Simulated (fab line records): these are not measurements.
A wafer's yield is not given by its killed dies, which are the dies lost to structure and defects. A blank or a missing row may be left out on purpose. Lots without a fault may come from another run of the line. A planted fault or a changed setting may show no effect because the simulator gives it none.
Which of the tools did it? + flow gf180mcu + 24 lots with 72 wafers sampled at 4 steps, on a route of 602 steps

== WHAT THE GAUGES SHOWED, per wafer ==
GF_SAB_OVL_MEAS_10.
| lot  | measured     | on         | SAB_OVL (nm)   |
|------|--------------|------------|----------------|
| L074 | day 15 22:47 | overlay-02 | -1.2 -0.6 -0.9 |
| L075 | day 16 04:52 | overlay-02 | 1.3 2.1 -0.6   |
| L076 | day 16 14:17 | overlay-01 | 1.2 -0.3 0.7   |
| L077 | day 16 22:17 | overlay-01 | 1.4 0.6 1.4    |
| L078 | day 17 04:10 | overlay-01 | 1.8 0.4 -0.4   |
| L079 | day 17 18:55 | overlay-02 | -0.8 1.6 0.2   |
| L080 | day 18 00:20 | overlay-02 | -2.1 -2.5 -2.7 |
| L081 | day 18 06:22 | overlay-02 | 2.0 1.7 2.5    |
| L082 | day 18 20:20 | overlay-02 | -1.0 -0.3 -2.3 |
| L083 | day 19 03:13 | overlay-01 | 3.6 4.9 4.8    |
| L084 | day 19 06:20 | overlay-01 | 0.0 -0.8 1.8   |
| L085 | day 20 00:25 | overlay-02 | 1.1 -2.2 0.7   |
| L086 | day 20 05:38 | overlay-01 | 1.3 1.0 -0.2   |
| L087 | day 20 13:49 | overlay-02 | 1.7 -0.7 0.4   |
| L088 | day 20 22:38 | overlay-02 | -1.4 -0.2 -1.8 |
| L089 | day 21 08:19 | overlay-01 | 0.1 -0.1 0.7   |
| L090 | day 21 15:47 | overlay-02 | -0.1 -0.3 0.2  |
| L091 | day 21 22:55 | overlay-01 | 1.2 2.2 0.2    |
| L092 | day 22 07:46 | overlay-02 | 1.4 -0.1 1.5   |
| L093 | day 22 16:02 | overlay-01 | -2.9 -3.1 -2.8 |
| L094 | day 22 18:28 | overlay-01 | 1.9 1.4 1.2    |
| L095 | day 23 03:28 | overlay-01 | 1.6 2.8 0.3    |
| L096 | day 23 10:52 | overlay-01 | 0.4 1.3 0.6    |
| L097 | day 23 19:22 | overlay-02 | -2.2 0.6 1.1   |

GF_CONTACT_RS_MEAS_25: measurement is done with a four-point probe.
| lot  | measured     | on            | CONTACT_W_RS (ohm/sq) |
|------|--------------|---------------|-----------------------|
| L074 | day 17 00:04 | film metro-04 | 0.386 0.379 0.380     |
| L075 | day 17 06:39 | film metro-02 | 0.382 0.385 0.383     |
| L076 | day 17 16:30 | film metro-02 | 0.378 0.382 0.380     |
| L077 | day 18 00:40 | film metro-03 | 0.385 0.384 0.378     |
| L078 | day 18 06:22 | film metro-02 | 0.380 0.380 0.378     |
| L079 | day 18 22:07 | film metro-03 | 0.388 0.383 0.387     |
| L080 | day 19 03:13 | film metro-02 | 0.392 0.388 0.386     |
| L081 | day 19 10:29 | film metro-03 | 0.384 0.380 0.383     |
| L082 | day 19 23:12 | film metro-02 | 0.385 0.384 0.386     |
| L083 | day 20 06:04 | film metro-03 | 0.386 0.389 0.385     |
| L084 | day 20 08:41 | film metro-03 | 0.380 0.378 0.378     |
| L085 | day 21 03:28 | film metro-02 | 0.383 0.381 0.384     |
| L086 | day 21 09:22 | film metro-02 | 0.387 0.380 0.381     |
| L087 | day 21 16:51 | film metro-02 | 0.389 0.388 0.387     |
| L088 | day 22 01:02 | film metro-03 | 0.381 0.384 0.380     |
| L089 | day 22 10:59 | film metro-02 | 0.382 0.383 0.387     |
| L090 | day 22 17:36 | film metro-02 | 0.381 0.389 0.383     |
| L091 | day 23 00:46 | film metro-02 | 0.381 0.382 0.381     |
| L092 | day 23 09:56 | film metro-04 | 0.379 0.389 0.379     |
| L093 | day 23 18:06 | film metro-02 | 0.378 0.388 0.379     |
| L094 | day 23 20:22 | film metro-03 | 0.385 0.383 0.383     |
| L095 | day 24 04:48 | film metro-02 | 0.378 0.380 0.383     |
| L096 | day 24 12:22 | film metro-04 | 0.388 0.390 0.390     |
| L097 | day 24 21:18 | film metro-02 | 0.383 0.383 0.386     |

GF_V1_THK_MEAS_01.
| lot  | measured     | on            | V1_CVD_00_THK (nm) |
|------|--------------|---------------|--------------------|
| L074 | day 18 01:49 | film metro-03 | 603 604 598        |
| L075 | day 18 08:05 | film metro-01 | 617 614 603        |
| L076 | day 18 17:59 | film metro-01 | 604 602 609        |
| L077 | day 19 02:41 | film metro-01 | 604 599 607        |
| L078 | day 19 08:50 | film metro-01 | 600 590 594        |
| L079 | day 20 00:49 | film metro-03 | 599 595 599        |
| L080 | day 20 05:04 | film metro-04 | 596 605 603        |
| L081 | day 20 12:22 | film metro-01 | 607 599 603        |
| L082 | day 21 01:18 | film metro-01 | 597 593 601        |
| L083 | day 21 08:25 | film metro-04 | 594 597 589        |
| L084 | day 21 11:04 | film metro-04 | 586 587 595        |
| L085 | day 22 05:17 | film metro-01 | 602 590 600        |
| L086 | day 22 11:37 | film metro-01 | 606 603 597        |
| L087 | day 22 18:07 | film metro-01 | 590 600 596        |
| L088 | day 23 03:00 | film metro-04 | 607 598 609        |
| L089 | day 23 12:02 | film metro-01 | 605 594 592        |
| L090 | day 23 18:43 | film metro-01 | 601 608 594        |
| L091 | day 24 02:04 | film metro-03 | 602 601 595        |
| L092 | day 24 11:04 | film metro-01 | 611 602 604        |
| L093 | day 24 18:01 | film metro-04 | 604 604 600        |
| L094 | day 24 21:28 | film metro-04 | 608 599 596        |
| L095 | day 25 05:05 | film metro-03 | 588 606 589        |
| L096 | day 25 12:34 | film metro-04 | 590 609 609        |
| L097 | day 25 20:28 | film metro-04 | 595 591 596        |

== EACH LOT AND THE TOOL THAT RAN IT (in order: tool; ch and the chambers of the sampled wafers; start) ==
| lot  | GF_CONTACT_CVD_02               |
|------|---------------------------------|
| L074 | pecvd-01 ch 0,2, day 15 23:49   |
| L075 | pecvd-03 ch 0,2, day 16 05:52   |
| L076 | pecvd-03 ch 0,1,2, day 16 15:17 |
| L077 | pecvd-02 ch 0,1,2, day 16 23:17 |
| L078 | pecvd-01 ch 0,1,2, day 17 05:10 |
| L079 | pecvd-01 ch 0,1, day 17 19:58   |
| L080 | pecvd-02 ch 0,1,2, day 18 01:22 |
| L081 | pecvd-03 ch 0,2, day 18 07:24   |
| L082 | pecvd-03 ch 0,1,2, day 18 21:21 |
| L083 | pecvd-02 ch 0,1, day 19 04:13   |
| L084 | pecvd-02 ch 0,1,2, day 19 07:21 |
| L085 | pecvd-02 ch 1,2, day 20 01:26   |
| L086 | pecvd-01 ch 0,1, day 20 06:38   |
| L087 | pecvd-01 ch 0,1, day 20 14:50   |
| L088 | pecvd-01 ch 0,1, day 20 23:38   |
| L089 | pecvd-02 ch 0,1, day 21 09:19   |
| L090 | pecvd-03 ch 0,1,2, day 21 16:48 |
| L091 | pecvd-01 ch 0,2, day 21 23:55   |
| L092 | pecvd-02 ch 0,1,2, day 22 08:46 |
| L093 | pecvd-03 ch 1,2, day 22 17:02   |
| L094 | pecvd-02 ch 0,1,2, day 22 19:29 |
| L095 | pecvd-03 ch 0,2, day 23 04:29   |
| L096 | pecvd-01 ch 0,2, day 23 11:52   |
| L097 | pecvd-01 ch 0,1, day 23 20:24   |
- GF_CONTACT_CVD_02: deposits SiO2 from TEOS, target thk 860 nm, time 95.992 s.

== WHAT THE TOOLS THEMSELVES READ (means of the sampled wafers that have a number; where no wafer has one, the mark that the record gives instead) ==
GF_CONTACT_CVD_02.
| lot  | tool     | heater power w (W) | rf fwd power W (W) |
|------|----------|--------------------|--------------------|
| L074 | pecvd-01 | 727                | 597.7              |
| L075 | pecvd-03 | 717                | 596.3              |
| L076 | pecvd-03 | 649                | 596.7              |
| L077 | pecvd-02 | 739                | 596.1              |
| L078 | pecvd-01 | 740                | 596.7              |
| L079 | pecvd-01 | 730                | 595.2              |
| L080 | pecvd-02 | 775                | 596.0              |
| L081 | pecvd-03 | 716                | 596.6              |
| L082 | pecvd-03 | 617                | 595.5              |
| L083 | pecvd-02 | 601                | 593.5              |
| L084 | pecvd-02 | 745                | 594.4              |
| L085 | pecvd-02 | 784                | 597.2              |
| L086 | pecvd-01 | 694                | 596.3              |
| L087 | pecvd-01 | 694                | 596.1              |
| L088 | pecvd-01 | 744                | 597.1              |
| L089 | pecvd-02 | 638                | 594.4              |
| L090 | pecvd-03 | 599                | 597.6              |
| L091 | pecvd-01 | 635                | 596.4              |
| L092 | pecvd-02 | 722                | 594.9              |
| L093 | pecvd-03 | 633                | 594.5              |
| L094 | pecvd-02 | 702                | 595.1              |
| L095 | pecvd-03 | 723                | 595.0              |
| L096 | pecvd-01 | 682                | 597.5              |
| L097 | pecvd-01 | 692                | 598.2              |

== THE ANSWER, worked out from the rows above alone ==
Rule: the lots themselves supply what counts as usual. Put in order of their means at a reading, lots are off if they are a third of the lots or fewer, leave a main group of 4 or more, and stand apart from it by a gap of 3 or more times the standard deviation of the main group's means; of several such gaps the widest counts. If all means in a main group match to the digits the tables above print for the reading, that group is not used. Also off: a lot with no number at a reading for which 4 or more lots have one. The other lots that the step has rows for count as sound. The gauges are gone through in route order, then the tools' own readings, and for those a lot's mean is taken as printed above. At the first step where some lot is off, the reading lying furthest off is the one used; lots without a number count as furthest.
None of the lots is off at any reading shown; this tells nothing.

== WHAT THE SIMULATOR PUT IN ==
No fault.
